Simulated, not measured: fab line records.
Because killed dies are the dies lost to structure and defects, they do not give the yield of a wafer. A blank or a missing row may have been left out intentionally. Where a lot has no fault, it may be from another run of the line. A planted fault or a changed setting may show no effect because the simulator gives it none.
fab line records	flow gf180mcu	part 1 of 2: steps 1 to 48 of 49
record lots=6	wafers=18	last-day=34
route steps=602 shown STI@22 DNWELL@32 NWELL@42 LVPWELL@54 MVSD@77 MVPSD@89 VT_IMPLANT@100 PASSIVATION@602
lots that met no fault: taken from a fault-free run of the same line
start-h: hours from the record's first day to the start of the lot's first wafer shown	wait-h: hours from the lot's prior step to this one	" as in the row above	L1.1+2: one row covering several wafers at once	- no value present, or no start provided	* or withheld: withheld	< > ~ a bound
route shown NAME@n: names a module that has steps shown in the file, with the first one's number in the route	usual: average and standard deviation across the fault-free wafers	same: alike in all rows	chamber/n: place in a boat	sites: per-site readings	_std_site: their standard deviation	_edge_site: outer sites' mean less inner sites'	radius-mm: how far each site lies from the wafer's centre	mask NAME#n: copy n	behind: the last tool/chamber to shape the wafer	hold: why the lot went on hold/how many hours it stayed there/how the hold came to an end	device: transistor that didn't switch, given as n, p or np	end of line: the same wafers' tests at the end of the route	for a step that has no rows: nothing shown but its recipe	killed: the dies lost at the first sort to structure and to defects; this is not the yield of the wafer	map: a wafer's dies, x killed, . not, _ none there
set.NAME: the setting as run; set.NAME@STEP: as run at that earlier step	model.NAME: the simulator's own value behind a step, which no gauge read
certain route steps with their lots: each step a table, each wafer a row
services: the hour from which a tool's chamber was out of use, counted from the record's first day as start-h (under 0 if before that day), plus the number of hours and why
## steps
# step GF_STI_OXIDATION_21
# recipe temp-c=1000	ambient=O2	stabilise-s=600	purge-s=300	target-thk-a=150	ox-time-s=458
# step GF_STI_THK_MEAS_22
# recipe reads=SiO2_of_STI_OXIDATION_21
# usual STI_OXIDATION_01_THK=14.89/0.21
lot.wafer	tool	chamber	start-h	wait-h	STI_OXIDATION_01_THK[nm]
L802.2	film-metro-04	-	30.35	0.0	14.52
L802.3	"	-	"	"	14.90
L802.4	"	-	"	"	14.68
L809.2	film-metro-03	-	63.45	0.0	14.93
L809.4	"	-	"	"	14.64
L809.5	"	-	"	"	14.77
L813.2	film-metro-01	-	87.02	0.0	14.90
L813.3	"	-	"	"	14.80
L813.6	"	-	"	"	14.58
L815.2	film-metro-03	-	94.56	0.0	14.55
L815.5	"	-	"	"	14.79
L815.6	"	-	"	"	14.71
L819.2	film-metro-01	-	114.79	0.0	14.95
L819.3	"	-	"	"	14.84
L819.4	"	-	"	"	14.81
L825.1	film-metro-01	-	146.48	0.0	14.81
L825.2	"	-	"	"	14.98
L825.6	"	-	"	"	14.94
# step GF_STI_CVD_23
# recipe material=SiO2	target-thk-nm=650	sigma-open-frac=0.3	time-s=108.3	temp-c=600	sih4-flow-sccm=60	pressure-mtorr=6
# step GF_STI_THK_MEAS_24
# recipe reads=SiO2_of_STI_CVD_23
# usual STI_CVD_23_THK=654/6.1
lot.wafer	tool	chamber	start-h	wait-h	STI_CVD_23_THK[nm]
L802.2	film-metro-01	-	30.49	0.0	655
L802.3	"	-	"	"	653
L802.4	"	-	"	"	647
L809.2	film-metro-04	-	63.59	0.0	653
L809.4	"	-	"	"	650
L809.5	"	-	"	"	650
L813.2	film-metro-03	-	87.16	0.0	655
L813.3	"	-	"	"	654
L813.6	"	-	"	"	670
L815.2	film-metro-03	-	94.69	0.0	648
L815.5	"	-	"	"	647
L815.6	"	-	"	"	645
L819.2	film-metro-03	-	114.93	0.0	661
L819.3	"	-	"	"	651
L819.4	"	-	"	"	666
L825.1	film-metro-04	-	146.62	0.0	656
L825.2	"	-	"	"	659
L825.6	"	-	"	"	655
# step GF_STI_CMP_25
# recipe stop-on=Si3N4	t-overpolish-s=33	down-force-psi=4	platen-rpm=60	target-thk-nm=524.6	pad-velocity-m-s=0.94248
# usual motor-current-A=12.0/1	overpolish-run-s=32.999/0.0089	slurry-flow-ml-min=150.1/0.45	time-to-endpoint-s=123/6.2
lot.wafer	tool	chamber	start-h	wait-h	motor-current-A	overpolish-run-s	slurry-flow-ml-min	time-to-endpoint-s
L802.2	cmp-01	3	30.59	0.1	11.5	33.008	149.8	118
L802.4	"	0	"	"	11.7	33.011	151.0	112
L802.3	"	1	"	"	10.9	32.989	149.9	114
L809.2	cmp-01	0	63.64	0.0	11.6	33.007	150.3	124
L809.4	"	1	"	"	10.9	33.000	149.6	124
L809.5	"	1	"	"	11.5	32.995	150.4	122
L813.3	cmp-01	3	87.26	0.1	11.2	33.002	150.0	126
L813.2	"	0	"	"	11.2	32.993	150.0	125
L813.6	"	2	"	"	12.9	32.993	150.2	137
L815.2	cmp-01	0	94.84	0.1	11.5	32.996	149.9	122
L815.6	"	2	"	"	12.3	32.999	150.3	134
L815.5	"	3	"	"	11.2	33.008	150.3	125
L819.3	cmp-01	3	115.03	0.1	11.2	32.994	150.0	119
L819.2	"	0	"	"	11.4	33.001	150.3	122
L819.4	"	1	"	"	11.7	32.997	149.9	125
L825.2	cmp-02	1	146.78	0.1	14.4	33.020	150.8	120
L825.1	"	2	"	"	10.6	33.002	149.4	118
L825.6	"	3	"	"	12.6	33.012	150.7	121
# step GF_STI_WET_ETCH_26
# recipe chemistry=dHF	target-depth-nm=94	target=SiO2	temp-c=25	dilution=10:1	time-s=188
# step GF_STI_WET_ETCH_27
# recipe chemistry=H3PO4	target-depth-nm=160	target=Si3N4	temp-c=160	time-s=1825
# step GF_STI_WET_ETCH_28
# recipe chemistry=dHF	target-depth-nm=20	dry=ipa-marangoni	target=SiO2	temp-c=25	dilution=10:1	time-s=40
# step GF_STI_OXIDATION_29
# recipe temp-c=900	ambient=O2	stabilise-s=600	purge-s=300	target-thk-a=100	ox-time-s=1418
# step GF_STI_THK_MEAS_30
# recipe reads=SiO2_of_STI_OXIDATION_29
# usual STI_OXIDATION_02_THK=9.95/0.17
lot.wafer	tool	chamber	start-h	wait-h	STI_OXIDATION_02_THK[nm]
L802.2	film-metro-04	-	34.25	0.0	10.00
L802.3	"	-	"	"	10.20
L802.4	"	-	"	"	10.16
L809.2	film-metro-01	-	65.98	0.0	9.63
L809.4	"	-	"	"	9.51
L809.5	"	-	"	"	9.84
L813.2	film-metro-01	-	89.60	0.0	9.76
L813.3	"	-	"	"	9.94
L813.6	"	-	"	"	9.79
L815.2	film-metro-04	-	99.20	0.0	9.93
L815.5	"	-	"	"	9.96
L815.6	"	-	"	"	9.95
L819.2	film-metro-01	-	117.92	0.0	10.16
L819.3	"	-	"	"	10.15
L819.4	"	-	"	"	10.00
L825.1	film-metro-04	-	148.99	0.0	9.78
L825.2	"	-	"	"	9.94
L825.6	"	-	"	"	9.72
# step GF_DNWELL_DEHYDRATE_00
# recipe temp-c=200	time-s=60
# step GF_DNWELL_HMDS_01
# recipe prime-time-s=60	prime-temp-c=120
# step GF_DNWELL_COAT_02
# recipe spin-rpm=2000	resist-thk-nm=3000
# usual chill-plate-temp-C=22.99/0.093
lot.wafer	tool	chamber	start-h	wait-h	chill-plate-temp-C	model.coat_of_DNWELL_COAT_02.thk-nm
L802.2	litho-track-02	0	40.41	0.1	22.91	2999
L802.3	"	0	"	"	22.99	3000
L802.4	"	0	"	"	22.90	2996
L809.2	litho-track-02	0	71.76	0.1	22.96	3003
L809.4	"	0	"	"	23.04	3004
L809.5	"	0	"	"	23.00	3006
L813.2	litho-track-02	0	96.06	0.1	23.12	1712
L813.3	"	0	"	"	23.04	2992
L813.6	"	0	"	"	23.05	1721
L815.2	litho-track-02	0	106.01	0.1	22.94	1715
L815.5	"	0	"	"	22.94	2997
L815.6	"	0	"	"	22.91	1715
L819.2	litho-track-01	0	124.86	0.1	23.06	3000
L819.3	"	0	"	"	22.87	2996
L819.4	"	0	"	"	22.74	2999
L825.1	litho-track-04	0	156.46	0.1	23.01	3003
L825.2	"	0	"	"	23.03	3011
L825.6	"	0	"	"	23.01	3003
# step GF_DNWELL_SOFTBAKE_03
# recipe temp-c=110	time-s=withheld
# step GF_DNWELL_EXPOSE_04
# recipe mask-id=DNWELL	target-cd-nm=1700	na=0.6	source-shape=conventional	sigma-outer=0.6	dose-mj=260
# step GF_DNWELL_PEB_05
# recipe temp-c=115	time-s=withheld
# step GF_DNWELL_DEVELOP_06
# recipe wall-angle-deg=90	develop-time-s=60	dev-temp-c=23
# usual chill-plate-temp-C=22.98/0.097
lot.wafer	tool	chamber	start-h	wait-h	chill-plate-temp-C	model.coat_of_DNWELL_COAT_02.thk-nm
L802.2	litho-track-01	0	-	-	22.99	2998
L802.3	"	0	"	"	23.15	2999
L802.4	"	0	"	"	23.06	2995
L809.2	litho-track-02	0	-	-	22.89	3002
L809.4	"	0	"	"	22.92	3002
L809.5	"	0	"	"	22.98	3005
L813.2	litho-track-01	0	-	-	23.11	1711
L813.3	"	0	"	"	22.96	2991
L813.6	"	0	"	"	22.92	1720
L815.2	litho-track-04	0	-	-	22.78	1714
L815.5	"	0	"	"	22.85	2996
L815.6	"	0	"	"	23.07	1714
L819.2	litho-track-01	0	-	-	22.95	2999
L819.3	"	0	"	"	22.92	2995
L819.4	"	0	"	"	22.97	2997
L825.1	litho-track-04	0	-	-	22.90	3002
L825.2	"	0	"	"	22.99	3010
L825.6	"	0	"	"	22.98	3002
# step GF_DNWELL_IMPLANT_07
# recipe species=P	energy-kev=1500	dose-cm2=1e+13	tilt-deg=0
# step GF_DNWELL_STRIP_08
# recipe chemistry=O2/N2	power-w=1400	pressure-mtorr=1500	platen-temp-c=250	o2-flow-sccm=3000	n2-flow-sccm=300	overash-fraction=0.5
# usual chamber-pressure-mTorr=1500.3/1.8	drypump-motor-current-A=5.7/0.36	heater-power-w=354/33	oes-product-au=0.723/0.0049	strip-time-to-endpoint-s=36.97/0.096
# same overash-fraction=0.5
lot.wafer	tool	chamber	start-h	wait-h	chamber-pressure-mTorr	drypump-motor-current-A	heater-power-w	oes-product-au	rf-hours-counter-h	strip-time-to-endpoint-s
L802.2	plasma-asher-02	1	46.63	0.1	1504.8	5.2	364	0.722	26	36.94
L802.3	"	1	"	"	1499.2	5.2	356	0.721	-	36.96
L802.4	"	0	"	"	1501.0	6.0	353	0.723	-	36.91
L809.2	plasma-asher-03	1	78.69	0.1	1500.2	5.5	404	0.727	44	36.98
L809.4	"	1	"	"	1501.9	5.5	399	0.718	-	36.98
L809.5	"	1	"	"	1499.2	5.5	401	0.725	-	37.01
L813.2	plasma-asher-02	1	103.18	0.1	1501.9	5.2	363	0.718	31	22.01
L813.3	"	1	"	"	1499.0	5.2	368	0.730	-	36.87
L813.6	"	0	"	"	1498.3	6.0	364	0.712	-	22.11
L815.2	plasma-asher-03	1	113.66	0.1	1500.8	5.5	401	0.712	48	22.03
L815.5	"	1	"	"	1497.7	5.5	411	0.728	-	36.91
L815.6	"	0	"	"	1500.5	5.6	345	0.719	-	22.03
L819.2	plasma-asher-02	1	133.18	0.1	1498.6	5.2	361	0.731	35	36.95
L819.3	"	0	"	"	1499.3	6.0	360	0.726	-	36.91
L819.4	"	1	"	"	1501.6	5.2	355	0.726	-	36.94
L825.1	plasma-asher-02	0	165.26	0.1	1498.9	6.0	363	0.725	38	36.98
L825.2	"	1	"	"	1503.0	5.2	362	0.724	38	37.08
L825.6	"	1	"	"	1500.9	5.2	367	0.724	-	36.98
# step GF_DNWELL_TW_MEAS_09
# usual DNWELL_TW=1350/13
lot.wafer	tool	chamber	start-h	wait-h	DNWELL_TW
L802.2	film-metro-02	-	46.74	0.1	1355
L802.3	"	-	"	"	1366
L802.4	"	-	"	"	1353
L809.2	film-metro-04	-	78.80	0.1	1341
L809.4	"	-	"	"	1342
L809.5	"	-	"	"	1348
L813.2	film-metro-04	-	103.29	0.1	1336
L813.3	"	-	"	"	1332
L813.6	"	-	"	"	1337
L815.2	film-metro-02	-	113.77	0.1	1345
L815.5	"	-	"	"	1341
L815.6	"	-	"	"	1341
L819.2	film-metro-02	-	133.29	0.1	1349
L819.3	"	-	"	"	1349
L819.4	"	-	"	"	1352
L825.1	film-metro-01	-	165.36	0.1	1360
L825.2	"	-	"	"	1349
L825.6	"	-	"	"	1354
# step GF_NWELL_DEHYDRATE_00
# recipe temp-c=200	time-s=60
# step GF_NWELL_HMDS_01
# recipe prime-time-s=60	prime-temp-c=120
# step GF_NWELL_COAT_02
# recipe spin-rpm=2000	resist-thk-nm=3000
# step GF_NWELL_SOFTBAKE_03
# recipe temp-c=110	time-s=withheld
# step GF_NWELL_EXPOSE_04
# recipe mask-id=Nwell	target-cd-nm=860	na=0.6	source-shape=conventional	sigma-outer=0.6	dose-mj=260
# step GF_NWELL_PEB_05
# recipe temp-c=115	time-s=withheld
# step GF_NWELL_DEVELOP_06
# recipe wall-angle-deg=90	develop-time-s=60	dev-temp-c=23
# step GF_NWELL_OVL_MEAS_07
# usual NWELL_OVL=1.4/1.2
lot.wafer	tool	chamber	start-h	wait-h	NWELL_OVL[nm]
L802.2	overlay-02	-	59.30	-	2.0
L802.3	"	-	"	"	1.1
L802.4	"	-	"	"	1.1
L809.2	overlay-02	-	92.97	-	2.8
L809.4	"	-	"	"	2.8
L809.5	"	-	"	"	2.0
L813.2	overlay-01	-	117.52	-	0.6
L813.3	"	-	"	"	1.3
L813.6	"	-	"	"	1.2
L815.2	overlay-01	-	128.99	-	0.2
L815.5	"	-	"	"	-0.5
L815.6	"	-	"	"	-0.7
L819.2	overlay-01	-	149.02	-	2.4
L819.3	"	-	"	"	1.5
L819.4	"	-	"	"	3.2
L825.1	overlay-02	-	181.10	-	1.4
L825.2	"	-	"	"	1.3
L825.6	"	-	"	"	0.2
# step GF_NWELL_IMPLANT_08
# recipe species=P	energy-kev=450	dose-cm2=1.5e+13	tilt-deg=0
# step GF_NWELL_IMPLANT_09
# recipe species=P	energy-kev=160	dose-cm2=4e+12	tilt-deg=0
# step GF_NWELL_STRIP_10
# recipe chemistry=O2/N2	power-w=1400	pressure-mtorr=1500	platen-temp-c=250	o2-flow-sccm=3000	n2-flow-sccm=300	overash-fraction=0.5
# usual chamber-pressure-mTorr=1499.8/1.4	drypump-motor-current-A=5.60/0.24	heater-power-w=336/48	oes-product-au=0.722/0.0045	strip-time-to-endpoint-s=36.96/0.091
# same overash-fraction=0.5
lot.wafer	tool	chamber	start-h	wait-h	chamber-pressure-mTorr	drypump-motor-current-A	heater-power-w	oes-product-au	rf-hours-counter-h	strip-time-to-endpoint-s
L802.2	plasma-asher-02	1	59.63	0.1	1497.3	5.18	374	0.719	27	36.97
L802.3	"	0	"	"	1498.7	5.96	357	0.722	-	36.95
L802.4	"	1	"	"	1499.3	5.20	365	0.724	-	37.07
L809.2	plasma-asher-02	0	93.30	0.1	1499.9	5.98	357	0.716	30	37.01
L809.4	"	1	"	"	1498.0	5.21	352	0.726	-	37.01
L809.5	"	0	"	"	1497.5	5.97	359	0.718	-	37.01
L813.2	plasma-asher-04	0	117.85	0.1	1501.1	5.87	317	0.719	0	36.93
L813.3	"	0	"	"	1500.4	5.86	321	0.719	-	37.08
L813.6	"	0	"	"	1498.3	5.87	330	0.727	-	36.97
L815.2	plasma-asher-03	0	129.32	0.1	1499.3	5.64	348	0.719	49	36.83
L815.5	"	0	"	"	1498.8	5.65	346	0.723	-	36.82
L815.6	"	1	"	"	1499.6	5.47	395	0.724	-	36.79
L819.2	plasma-asher-04	0	149.35	0.1	1498.7	5.84	320	0.730	3	37.05
L819.3	"	1	"	"	1500.2	5.41	262	0.723	-	36.95
L819.4	"	0	"	"	1498.1	5.84	322	0.729	-	37.00
L825.1	plasma-asher-04	0	181.43	0.1	1500.9	5.85	321	0.727	6	36.96
L825.2	"	1	"	"	1498.1	5.39	267	0.725	6	36.94
L825.6	"	1	"	"	1497.4	5.39	269	0.717	-	36.98
# step GF_NWELL_TW_MEAS_11
# usual NWELL_TW=1563/9.5
lot.wafer	tool	chamber	start-h	wait-h	NWELL_TW
L802.2	film-metro-02	-	59.74	0.1	1577
L802.3	"	-	"	"	1569
L802.4	"	-	"	"	1571
L809.2	film-metro-04	-	93.41	0.1	1564
L809.4	"	-	"	"	1562
L809.5	"	-	"	"	1561
L813.2	film-metro-03	-	117.96	0.1	1757
L813.3	"	-	"	"	1569
L813.6	"	-	"	"	1745
L815.2	film-metro-03	-	129.43	0.1	1739
L815.5	"	-	"	"	1562
L815.6	"	-	"	"	1747
L819.2	film-metro-03	-	149.46	0.1	1550
L819.3	"	-	"	"	1564
L819.4	"	-	"	"	1562
L825.1	film-metro-04	-	181.53	0.1	1559
L825.2	"	-	"	"	1563
L825.6	"	-	"	"	1554
# step GF_LVPWELL_DEHYDRATE_00
# recipe temp-c=200	time-s=60
# step GF_LVPWELL_HMDS_01
# recipe prime-time-s=60	prime-temp-c=120
# step GF_LVPWELL_COAT_02
# recipe spin-rpm=2000	resist-thk-nm=3000
# step GF_LVPWELL_SOFTBAKE_03
# recipe temp-c=110	time-s=withheld
# step GF_LVPWELL_EXPOSE_04
# recipe mask-id=LVPWELL	target-cd-nm=600	na=0.6	source-shape=conventional	sigma-outer=0.6	dose-mj=260
# step GF_LVPWELL_PEB_05
# recipe temp-c=115	time-s=withheld
# step GF_LVPWELL_DEVELOP_06
# recipe wall-angle-deg=90	develop-time-s=60	dev-temp-c=23
# step GF_LVPWELL_OVL_MEAS_07
# usual LVPWELL_OVL=-0.7/1.5
lot.wafer	tool	chamber	start-h	wait-h	LVPWELL_OVL[nm]
L802.2	overlay-02	-	72.99	-	-1.8
L802.3	"	-	"	"	0.3
L802.4	"	-	"	"	-0.4
L809.2	overlay-02	-	107.50	-	-1.6
L809.4	"	-	"	"	-0.6
L809.5	"	-	"	"	-2.8
L813.2	overlay-01	-	132.49	-	-1.5
L813.3	"	-	"	"	0.1
L813.6	"	-	"	"	1.0
L815.2	overlay-01	-	144.74	-	-1.6
L815.5	"	-	"	"	-1.7
L815.6	"	-	"	"	-4.0
L819.2	overlay-01	-	165.10	-	0.1
L819.3	"	-	"	"	-1.1
L819.4	"	-	"	"	-0.2
L825.1	overlay-01	-	198.58	-	1.3
L825.2	"	-	"	"	1.1
L825.6	"	-	"	"	2.1
# step GF_LVPWELL_IMPLANT_08
# recipe species=B	energy-kev=170	dose-cm2=1.5e+13	tilt-deg=0
# step GF_LVPWELL_IMPLANT_09
# recipe species=B	energy-kev=60	dose-cm2=5e+12	tilt-deg=0
# step GF_LVPWELL_TW_MEAS_11
# usual LVPWELL_TW=557/3.4
lot.wafer	tool	chamber	start-h	wait-h	LVPWELL_TW
L802.2	film-metro-02	-	73.43	0.1	563
L802.3	"	-	"	"	565
L802.4	"	-	"	"	562
L809.2	film-metro-03	-	107.94	0.1	551
L809.4	"	-	"	"	554
L809.5	"	-	"	"	554
L813.2	film-metro-04	-	132.93	0.1	1233
L813.3	"	-	"	"	554
L813.6	"	-	"	"	1219
L815.2	film-metro-02	-	145.18	0.1	1217
L815.5	"	-	"	"	561
L815.6	"	-	"	"	1223
L819.2	film-metro-03	-	165.54	0.1	552
L819.3	"	-	"	"	553
L819.4	"	-	"	"	553
L825.1	film-metro-02	-	199.02	0.1	555
L825.2	"	-	"	"	555
L825.6	"	-	"	"	556
# step GF_MVSD_TW_MEAS_11
# usual MVSD_TW=1566/9.2
lot.wafer	tool	chamber	start-h	wait-h	MVSD_TW
L802.2	film-metro-02	-	87.13	0.1	1590
L802.3	"	-	"	"	1588
L802.4	"	-	"	"	1588
L809.2	film-metro-04	-	123.19	0.1	1568
L809.4	"	-	"	"	1563
L809.5	"	-	"	"	1567
L813.2	film-metro-04	-	148.69	0.1	1756
L813.3	"	-	"	"	1559
L813.6	"	-	"	"	1748
L815.2	film-metro-04	-	161.44	0.1	1744
L815.5	"	-	"	"	1562
L815.6	"	-	"	"	1754
L819.2	film-metro-04	-	181.89	0.1	1563
L819.3	"	-	"	"	1570
L819.4	"	-	"	"	1577
L825.1	film-metro-02	-	216.58	0.1	1563
L825.2	"	-	"	"	1562
L825.6	"	-	"	"	1565
# step GF_MVPSD_TW_MEAS_11
# usual MVPSD_TW=549.4/2.5
lot.wafer	tool	chamber	start-h	wait-h	MVPSD_TW
L802.2	film-metro-02	-	101.63	0.1	549.7
L802.3	"	-	"	"	554.0
L802.4	"	-	"	"	552.6
L809.2	film-metro-03	-	138.23	0.1	550.6
L809.4	"	-	"	"	549.9
L809.5	"	-	"	"	548.6
L813.2	film-metro-04	-	165.38	0.1	1223.5
L813.3	"	-	"	"	546.9
L813.6	"	-	"	"	1214.6
L815.2	film-metro-04	-	178.63	0.1	1214.7
L815.5	"	-	"	"	549.6
L815.6	"	-	"	"	1213.3
L819.2	film-metro-03	-	199.36	0.1	550.4
L819.3	"	-	"	"	548.4
L819.4	"	-	"	"	551.0
L825.1	film-metro-03	-	233.92	0.1	549.4
L825.2	"	-	"	"	547.5
L825.6	"	-	"	"	545.4
# step GF_VT_IMPLANT_TW_MEAS_10
# usual VT_IMPLANT_TW=564/4.7
lot.wafer	tool	chamber	start-h	wait-h	VT_IMPLANT_TW
L802.2	film-metro-02	-	116.74	0.1	562
L802.3	"	-	"	"	566
L802.4	"	-	"	"	563
L809.2	film-metro-01	-	153.73	0.1	568
L809.4	"	-	"	"	566
L809.5	"	-	"	"	567
L813.2	film-metro-02	-	181.68	0.1	1241
L813.3	"	-	"	"	559
L813.6	"	-	"	"	1226
L815.2	film-metro-01	-	194.61	0.1	1240
L815.5	"	-	"	"	570
L815.6	"	-	"	"	1244
L819.2	film-metro-01	-	216.31	0.1	565
L819.3	"	-	"	"	564
L819.4	"	-	"	"	568
L825.1	film-metro-03	-	252.48	0.1	554
L825.2	"	-	"	"	555
L825.6	"	-	"	"	552
# step GF_VT_IMPLANT_TW_MEAS_21
# usual VT_IMPLANT_2_TW=1214/10
lot.wafer	tool	chamber	start-h	wait-h	VT_IMPLANT_2_TW
L802.2	film-metro-03	-	131.19	0.1	1202
L802.3	"	-	"	"	1206
L802.4	"	-	"	"	1204
L809.2	film-metro-02	-	169.99	0.1	1217
L809.4	"	-	"	"	1211
L809.5	"	-	"	"	1214
L813.2	film-metro-03	-	198.33	0.1	1510
L813.3	"	-	"	"	1214
L813.6	"	-	"	"	1493
L815.2	film-metro-01	-	211.69	0.1	1513
L815.5	"	-	"	"	1215
L815.6	"	-	"	"	1513
L819.2	film-metro-01	-	233.91	0.1	1218
L819.3	"	-	"	"	1220
L819.4	"	-	"	"	1220
L825.1	film-metro-02	-	271.47	0.1	1224
L825.2	"	-	"	"	1228
L825.6	"	-	"	"	1220
# step GF_VT_IMPLANT_TW_MEAS_32
# usual VT_IMPLANT_3_TW=269.1/2.1
lot.wafer	tool	chamber	start-h	wait-h	VT_IMPLANT_3_TW
L802.2	film-metro-01	-	147.54	0.1	270.8
L802.3	"	-	"	"	271.2
L802.4	"	-	"	"	270.1
L809.2	film-metro-02	-	186.66	0.1	266.7
L809.4	"	-	"	"	267.1
L809.5	"	-	"	"	267.3
L813.2	film-metro-01	-	215.26	0.1	1221.9
L813.3	"	-	"	"	272.0
L813.6	"	-	"	"	1208.2
L815.2	film-metro-03	-	229.69	0.1	1183.2
L815.5	"	-	"	"	264.8
L815.6	"	-	"	"	1184.4
L819.2	film-metro-01	-	252.19	0.1	269.3
L819.3	"	-	"	"	270.1
L819.4	"	-	"	"	270.4
L825.1	film-metro-02	-	290.40	0.1	267.5
L825.2	"	-	"	"	267.0
L825.6	"	-	"	"	266.3
## key
first-sign step=GF_DNWELL_STRIP_08	reading=strip-time-to-endpoint-s	direction=down	sigmas=99+	usual=*	struck=*
effect step=GF_NWELL_TW_MEAS_11	reading=NWELL_TW	direction=up	sigmas=19	usual=1563	struck=1747
effect step=GF_LVPWELL_TW_MEAS_11	reading=LVPWELL_TW	direction=up	sigmas=99+	usual=557	struck=1223
effect step=GF_MVSD_TW_MEAS_11	reading=MVSD_TW	direction=up	sigmas=20	usual=1566	struck=1750
effect step=GF_MVPSD_TW_MEAS_11	reading=MVPSD_TW	direction=up	sigmas=99+	usual=549.4	struck=1216.5
effect step=GF_VT_IMPLANT_TW_MEAS_10	reading=VT_IMPLANT_TW	direction=up	sigmas=99+	usual=564	struck=1238
effect step=GF_VT_IMPLANT_TW_MEAS_21	reading=VT_IMPLANT_2_TW	direction=up	sigmas=28	usual=1214	struck=1507
effect step=GF_VT_IMPLANT_TW_MEAS_32	reading=VT_IMPLANT_3_TW	direction=up	sigmas=99+	usual=269.1	struck=1199.5
model-effect step=GF_DNWELL_COAT_02	value=coat_of_DNWELL_COAT_02.thk-nm	without=2999	struck=1716
model-effect step=GF_DNWELL_DEVELOP_06	value=coat_of_DNWELL_COAT_02.thk-nm	without=2998	struck=1715
met-at GF_DNWELL_COAT_02
struck-wafers L813.2,L813.6,L815.2,L815.6
tester-left-out L813,L815
onset-between 71.76 96.06
fault kind=process-parameter-drift	tool=litho-track-02	chamber=-	onset-h=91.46	steps=GF_DNWELL_COAT_02	channel=resist-thk-nm	offset=*	shape=step	end-h=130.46	scope=struck-wafers-only	acts-in=*	stated=*
# tester-left-out: of these lots the tester's yield and bins aren't shown, on N5 and GAA mostly nor the transistor test; their killed dies are dies lost to structure and defects alone, not to doping, threshold or leakage, so they don't give the yield
